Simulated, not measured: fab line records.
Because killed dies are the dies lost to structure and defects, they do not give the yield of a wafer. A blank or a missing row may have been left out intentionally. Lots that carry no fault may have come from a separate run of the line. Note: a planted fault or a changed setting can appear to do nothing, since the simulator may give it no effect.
fab line records + flow sky130 + part 2 of 2: steps 31 to 43 of 43
record:
- lots: 5
- wafers: 15
- lastDay: 49
route steps=708 shown VT_ADJUST_LVTN@105 VT_ADJUST_NCORE@119 VT_ADJUST_HVTR@131 VT_ADJUST_PCH@143
lots that met no fault: from a run of the same line without faults
startH: start of the lot's first displayed wafer, in hours after the record's first day + waitH: hours since the lot's step before + " same as the row above + L1.1+2: one row covering several wafers at once + - no value present, or no start provided + * or withheld: withheld + < > ~ a bound
route shown NAME@n: NAME is a module with steps in the file, n the number in the route of the first one + usual: mean and standard deviation over wafers with no fault + same: alike in all rows + chamber/n: place in a boat + sites: the reading at each site + _std_site: the values' standard deviation + _edge_site: outer sites' mean less inner sites' + radiusMm: for every site, how far away it sits from the centre of the wafer + mask NAME#n: copy n + behind: the last tool/chamber to shape the wafer + hold: why the lot went on hold/how many hours it stayed there/how the hold came to an end + device: names the non-switching transistor (n, p or np) + end of line: tests of these same wafers at the route's end + a step without rows: its recipe alone + killed: dies lost to structure and defects at the first sort, not the wafer's yield + map: a wafer's dies, x killed, . not, _ none there
set.NAME: the setting that was run; set.NAME@STEP: the one run at that earlier step + model.NAME: the simulator's own value behind a step, which no gauge read
lots at some steps of the route; a table a step, a row a wafer
services: when a tool's chamber went out of use (startH, in hours from the record's first day, below 0 if earlier), for how many hours, and the reason
== steps ==
step: SKY_VT_ADJUST_HVTR_EXPOSE_04
recipe:
- maskId: HVTRM
- targetCdNm: 380
- na: 0.6
- sourceShape: conventional
- sigmaOuter: 0.6
- doseMj: 150
usual:
- focusOffsetNm: 0.0/0.52
| lot.wafer | tool            | chamber | startH | waitH | mask    | focusOffsetNm |
|-----------|-----------------|---------|--------|-------|---------|---------------|
| L077.2    | ilineStepper-02 | 0       | -      | -     | HVTRM#0 | 1.0           |
| L077.4    | "               | 0       | "      | "     | HVTRM#0 | -0.4          |
| L077.6    | "               | 0       | "      | "     | HVTRM#0 | -0.1          |
| L080.3    | ilineStepper-01 | 0       | -      | -     | HVTRM#0 | -0.3          |
| L080.4    | "               | 0       | "      | "     | HVTRM#0 | -0.2          |
| L080.6    | "               | 0       | "      | "     | HVTRM#0 | 0.3           |
| L085.1    | ilineStepper-01 | 0       | -      | -     | HVTRM#0 | 1.0           |
| L085.3    | "               | 0       | "      | "     | HVTRM#0 | 0.5           |
| L085.6    | "               | 0       | "      | "     | HVTRM#0 | 0.8           |
| L089.2    | ilineStepper-02 | 0       | -      | -     | HVTRM#0 | 0.2           |
| L089.4    | "               | 0       | "      | "     | HVTRM#0 | 0.5           |
| L089.6    | "               | 0       | "      | "     | HVTRM#0 | -0.2          |
| L092.1    | ilineStepper-02 | 0       | -      | -     | HVTRM#0 | -0.4          |
| L092.2    | "               | 0       | "      | "     | HVTRM#0 | -1.3          |
| L092.5    | "               | 0       | "      | "     | HVTRM#0 | -0.6          |
step: SKY_VT_ADJUST_HVTR_PEB_05
recipe:
- tempC: withheld
- timeS: *
- resist: NOVOLAK
| lot.wafer  | tool          | chamber | startH | waitH |
|------------|---------------|---------|--------|-------|
| L077.2+4+6 | lithoTrack-01 | 0       | -      | -     |
| L080.3+4+6 | lithoTrack-04 | 0       | -      | -     |
| L085.1+3+6 | lithoTrack-01 | 0       | -      | -     |
| L089.2+4+6 | lithoTrack-04 | 0       | -      | -     |
| L092.1+2+5 | lithoTrack-01 | 0       | -      | -     |
step: SKY_VT_ADJUST_HVTR_DEVELOP_06
recipe:
- developTimeS: 60
- devTempC: 23
| lot.wafer  | tool          | chamber | startH | waitH |
|------------|---------------|---------|--------|-------|
| L077.2+4+6 | lithoTrack-01 | 0       | 222.02 | 0.1   |
| L080.3+4+6 | lithoTrack-04 | 0       | 248.81 | 0.1   |
| L085.1+3+6 | lithoTrack-01 | 0       | 284.74 | 0.1   |
| L089.2+4+6 | lithoTrack-04 | 0       | 318.23 | 0.1   |
| L092.1+2+5 | lithoTrack-01 | 0       | 334.74 | 0.1   |
step: SKY_VT_ADJUST_HVTR_CD_MEAS_07
recipe:
- targetCdNm: 380
usual:
- cdNm: 379.4/2.4
| lot.wafer | tool     | chamber | startH | waitH | cdNm  |
|-----------|----------|---------|--------|-------|-------|
| L077.2    | cdSem-02 | -       | 222.16 | 0.1   | 380.8 |
| L077.4    | "        | -       | "      | "     | 382.2 |
| L077.6    | "        | -       | "      | "     | 382.5 |
| L080.3    | cdSem-02 | -       | 248.95 | 0.1   | 380.8 |
| L080.4    | "        | -       | "      | "     | 379.0 |
| L080.6    | "        | -       | "      | "     | 379.5 |
| L085.1    | cdSem-01 | -       | 284.89 | 0.1   | 376.5 |
| L085.3    | "        | -       | "      | "     | 376.0 |
| L085.6    | "        | -       | "      | "     | 376.5 |
| L089.2    | cdSem-01 | -       | 318.38 | 0.1   | 377.6 |
| L089.4    | "        | -       | "      | "     | 376.9 |
| L089.6    | "        | -       | "      | "     | 376.9 |
| L092.1    | cdSem-02 | -       | 334.89 | 0.1   | 380.7 |
| L092.2    | "        | -       | "      | "     | 375.3 |
| L092.5    | "        | -       | "      | "     | 375.9 |
step: SKY_VT_ADJUST_HVTR_OVL_MEAS_08
usual:
- VT_ADJUST_HVTR_OVL: -0.2/1.5
| lot.wafer | tool       | chamber | startH | waitH | VT_ADJUST_HVTR_OVL[nm] |
|-----------|------------|---------|--------|-------|------------------------|
| L077.2    | overlay-01 | -       | 222.27 | 0.1   | -1.5                   |
| L077.4    | "          | -       | "      | "     | 0.5                    |
| L077.6    | "          | -       | "      | "     | 0.7                    |
| L080.3    | overlay-02 | -       | 249.04 | 0.1   | 1.3                    |
| L080.4    | "          | -       | "      | "     | 0.1                    |
| L080.6    | "          | -       | "      | "     | 1.3                    |
| L085.1    | overlay-02 | -       | 285.01 | 0.1   | -0.1                   |
| L085.3    | "          | -       | "      | "     | 1.1                    |
| L085.6    | "          | -       | "      | "     | -0.4                   |
| L089.2    | overlay-02 | -       | 318.49 | 0.1   | -1.3                   |
| L089.4    | "          | -       | "      | "     | 0.3                    |
| L089.6    | "          | -       | "      | "     | -0.3                   |
| L092.1    | overlay-01 | -       | 335.01 | 0.1   | -0.7                   |
| L092.2    | "          | -       | "      | "     | -0.2                   |
| L092.5    | "          | -       | "      | "     | -0.8                   |
step: SKY_VT_ADJUST_HVTR_IMPLANT_09
recipe:
- species: B
- energyKev: 10
- doseCm2: 2.1e+12
- tiltDeg: withheld
usual:
- beamOnS: 10.00/0.19
| lot.wafer | tool         | chamber | startH | waitH | beamOnS |
|-----------|--------------|---------|--------|-------|---------|
| L077.2    | implanter-01 | 0       | 222.32 | 0.0   | 10.25   |
| L077.4    | "            | 0       | "      | "     | 10.04   |
| L077.6    | "            | 0       | "      | "     | 10.04   |
| L080.3    | implanter-03 | 0       | 249.12 | 0.1   | 10.12   |
| L080.4    | "            | 0       | "      | "     | 10.13   |
| L080.6    | "            | 0       | "      | "     | 9.88    |
| L085.1    | implanter-04 | 0       | 285.05 | 0.0   | 9.86    |
| L085.3    | "            | 0       | "      | "     | 9.92    |
| L085.6    | "            | 0       | "      | "     | 10.27   |
| L089.2    | implanter-03 | 0       | 318.54 | 0.0   | 9.78    |
| L089.4    | "            | 0       | "      | "     | 9.76    |
| L089.6    | "            | 0       | "      | "     | 10.11   |
| L092.1    | implanter-01 | 0       | 335.05 | 0.0   | 10.04   |
| L092.2    | "            | 0       | "      | "     | 9.89    |
| L092.5    | "            | 0       | "      | "     | 10.00   |
step: SKY_VT_ADJUST_HVTR_STRIP_10
recipe:
- chemistry: O2/N2
- powerW: 1400
- pressureMtorr: 1500
- platenTempC: withheld
- o2FlowSccm: 3000
- n2FlowSccm: 300
- overashFraction: 0.5
usual:
- drypumpMotorCurrentA: 6.20/0.19
- oesProductAu: 0.716/0.0046
- stripTimeToEndpointS: 14.18/0.045
| lot.wafer | tool           | chamber | startH | waitH | drypumpMotorCurrentA | oesProductAu | rfHoursCounterH | stripTimeToEndpointS |
|-----------|----------------|---------|--------|-------|----------------------|--------------|-----------------|----------------------|
| L077.2    | plasmaAsher-04 | 1       | 222.45 | 0.1   | 6.25                 | 0.715        | 10              | 14.18                |
| L077.4    | "              | 1       | "      | "     | 6.24                 | 0.716        | -               | 14.20                |
| L077.6    | "              | 0       | "      | "     | 6.33                 | 0.710        | -               | 14.22                |
| L080.3    | plasmaAsher-04 | 0       | 249.25 | 0.1   | 6.33                 | 0.715        | -               | 14.09                |
| L080.4    | "              | 1       | "      | "     | 6.25                 | 0.715        | -               | 14.19                |
| L080.6    | "              | 0       | "      | "     | 6.34                 | 0.719        | -               | 14.14                |
| L085.1    | plasmaAsher-03 | 1       | 285.20 | 0.1   | 6.19                 | 0.716        | 59              | 14.12                |
| L085.3    | "              | 0       | "      | "     | 5.96                 | 0.712        | -               | 14.11                |
| L085.6    | "              | 1       | "      | "     | 6.18                 | 0.720        | -               | 14.11                |
| L089.2    | plasmaAsher-02 | 1       | 318.67 | 0.1   | 6.50                 | 0.712        | 61              | 14.22                |
| L089.4    | "              | 1       | "      | "     | 6.55                 | 0.720        | -               | 14.19                |
| L089.6    | "              | 0       | "      | "     | 5.76                 | 0.721        | -               | 14.22                |
| L092.1    | plasmaAsher-04 | 1       | 335.20 | 0.1   | 6.23                 | 0.710        | 21              | 14.19                |
| L092.2    | "              | 0       | "      | "     | 6.32                 | 0.715        | 21              | 14.21                |
| L092.5    | "              | 1       | "      | "     | 6.23                 | 0.714        | -               | 14.22                |
step: SKY_VT_ADJUST_HVTR_TW_MEAS_11
usual:
- VT_ADJUST_HVTR_TW: 211.5/1.6
| lot.wafer | tool         | chamber | startH | waitH | VT_ADJUST_HVTR_TW |
|-----------|--------------|---------|--------|-------|-------------------|
| L077.2    | filmMetro-04 | -       | 222.56 | 0.1   | 211.3             |
| L077.4    | "            | -       | "      | "     | 211.8             |
| L077.6    | "            | -       | "      | "     | 211.9             |
| L080.3    | filmMetro-01 | -       | 249.34 | 0.1   | 214.7             |
| L080.4    | "            | -       | "      | "     | 214.5             |
| L080.6    | "            | -       | "      | "     | 214.7             |
| L085.1    | filmMetro-02 | -       | 285.30 | 0.1   | 209.8             |
| L085.3    | "            | -       | "      | "     | 211.0             |
| L085.6    | "            | -       | "      | "     | 209.5             |
| L089.2    | filmMetro-04 | -       | 318.78 | 0.1   | 210.8             |
| L089.4    | "            | -       | "      | "     | 212.6             |
| L089.6    | "            | -       | "      | "     | 211.5             |
| L092.1    | filmMetro-04 | -       | 335.30 | 0.1   | 212.5             |
| L092.2    | "            | -       | "      | "     | 213.0             |
| L092.5    | "            | -       | "      | "     | 210.1             |
step: SKY_VT_ADJUST_PCH_DEHYDRATE_00
recipe:
- tempC: 200
- timeS: 60
| lot.wafer  | tool          | chamber | startH | waitH |
|------------|---------------|---------|--------|-------|
| L077.2+4+6 | lithoTrack-03 | 0       | 232.87 | 10.3  |
| L080.3+4+6 | lithoTrack-04 | 0       | 260.61 | 11.3  |
| L085.1+3+6 | lithoTrack-04 | 0       | 296.86 | 11.6  |
| L089.2+4+6 | lithoTrack-04 | 0       | 331.78 | 13.0  |
| L092.1+2+5 | lithoTrack-03 | 0       | 348.90 | 13.6  |
step: SKY_VT_ADJUST_PCH_HMDS_01
recipe:
- primeTimeS: 60
- primeTempC: 120
| lot.wafer  | tool          | chamber | startH | waitH |
|------------|---------------|---------|--------|-------|
| L077.2+4+6 | lithoTrack-03 | 0       | 233.02 | 0.1   |
| L080.3+4+6 | lithoTrack-04 | 0       | 260.76 | 0.1   |
| L085.1+3+6 | lithoTrack-04 | 0       | 297.01 | 0.1   |
| L089.2+4+6 | lithoTrack-04 | 0       | 331.93 | 0.1   |
| L092.1+2+5 | lithoTrack-03 | 0       | 349.05 | 0.1   |
step: SKY_VT_ADJUST_PCH_COAT_02
recipe:
- spinRpm: 2000
- resistThkNm: 3000
| lot.wafer  | tool          | chamber | startH | waitH |
|------------|---------------|---------|--------|-------|
| L077.2+4+6 | lithoTrack-03 | 0       | 233.17 | 0.1   |
| L080.3+4+6 | lithoTrack-04 | 0       | 260.91 | 0.1   |
| L085.1+3+6 | lithoTrack-04 | 0       | 297.16 | 0.1   |
| L089.2+4+6 | lithoTrack-04 | 0       | 332.08 | 0.1   |
| L092.1+2+5 | lithoTrack-03 | 0       | 349.20 | 0.1   |
step: SKY_VT_ADJUST_PCH_SOFTBAKE_03
recipe:
- tempC: 110
- timeS: withheld
| lot.wafer  | tool          | chamber | startH | waitH |
|------------|---------------|---------|--------|-------|
| L077.2+4+6 | lithoTrack-03 | 0       | 233.33 | 0.1   |
| L080.3+4+6 | lithoTrack-04 | 0       | 261.08 | 0.1   |
| L085.1+3+6 | lithoTrack-04 | 0       | 297.31 | 0.1   |
| L089.2+4+6 | lithoTrack-04 | 0       | 332.24 | 0.1   |
| L092.1+2+5 | lithoTrack-03 | 0       | 349.35 | 0.1   |
step: SKY_VT_ADJUST_PCH_EXPOSE_04
recipe:
- maskId: NWM
- na: 0.6
- sourceShape: conventional
- sigmaOuter: 0.6
- polarization: unpolarized
- targetCdNm: 840
- doseMj: 255
usual:
- focusOffsetNm: 0.1/0.48
| lot.wafer | tool            | chamber | startH | waitH | mask  | focusOffsetNm |
|-----------|-----------------|---------|--------|-------|-------|---------------|
| L077.2    | ilineStepper-02 | 0       | -      | -     | NWM#0 | -0.2          |
| L077.4    | "               | 0       | "      | "     | NWM#0 | 0.1           |
| L077.6    | "               | 0       | "      | "     | NWM#0 | -0.4          |
| L080.3    | ilineStepper-01 | 0       | -      | -     | NWM#0 | -0.5          |
| L080.4    | "               | 0       | "      | "     | NWM#0 | -0.3          |
| L080.6    | "               | 0       | "      | "     | NWM#0 | -0.3          |
| L085.1    | ilineStepper-02 | 0       | -      | -     | NWM#0 | -0.5          |
| L085.3    | "               | 0       | "      | "     | NWM#0 | 1.1           |
| L085.6    | "               | 0       | "      | "     | NWM#0 | 0.1           |
| L089.2    | ilineStepper-02 | 0       | -      | -     | NWM#0 | 0.5           |
| L089.4    | "               | 0       | "      | "     | NWM#0 | 0.6           |
| L089.6    | "               | 0       | "      | "     | NWM#0 | 0.2           |
| L092.1    | ilineStepper-01 | 0       | -      | -     | NWM#0 | -0.4          |
| L092.2    | "               | 0       | "      | "     | NWM#0 | 0.0           |
| L092.5    | "               | 0       | "      | "     | NWM#0 | -0.2          |
== services ==
| tool            | chamber | startH | hours | kind   |
|-----------------|---------|--------|-------|--------|
| implanter-03    | -       | 151.73 | 9.9   | repair |
| ilineStepper-01 | -       | 171.76 | 1.7   | pm     |
| implanter-03    | -       | 174.77 | 3.5   | pm     |
| implanter-04    | -       | 176.97 | 20.2  | pm     |
| plasmaAsher-04  | -       | 179.25 | 1.2   | repair |
| implanter-01    | -       | 211.95 | 6.5   | repair |
| implanter-03    | -       | 222.73 | 1.3   | pm     |
| implanter-04    | -       | 241.52 | 2.8   | repair |
| implanter-01    | -       | 247.50 | 0.6   | repair |
| plasmaAsher-03  | -       | 271.20 | 0.9   | repair |
| ilineStepper-02 | -       | 274.92 | 1.7   | pm     |
| implanter-02    | -       | 291.73 | 1.6   | repair |
| ilineStepper-01 | -       | 293.63 | 4.4   | pm     |
| ilineStepper-01 | -       | 299.02 | 2.1   | repair |
| implanter-04    | -       | 316.40 | 2.2   | repair |
| implanter-04    | -       | 322.89 | 2.3   | repair |
| ilineStepper-01 | -       | 330.06 | 6.2   | repair |
| plasmaAsher-03  | -       | 333.44 | 2.8   | pm     |
| implanter-02    | -       | 346.20 | 4.0   | pm     |
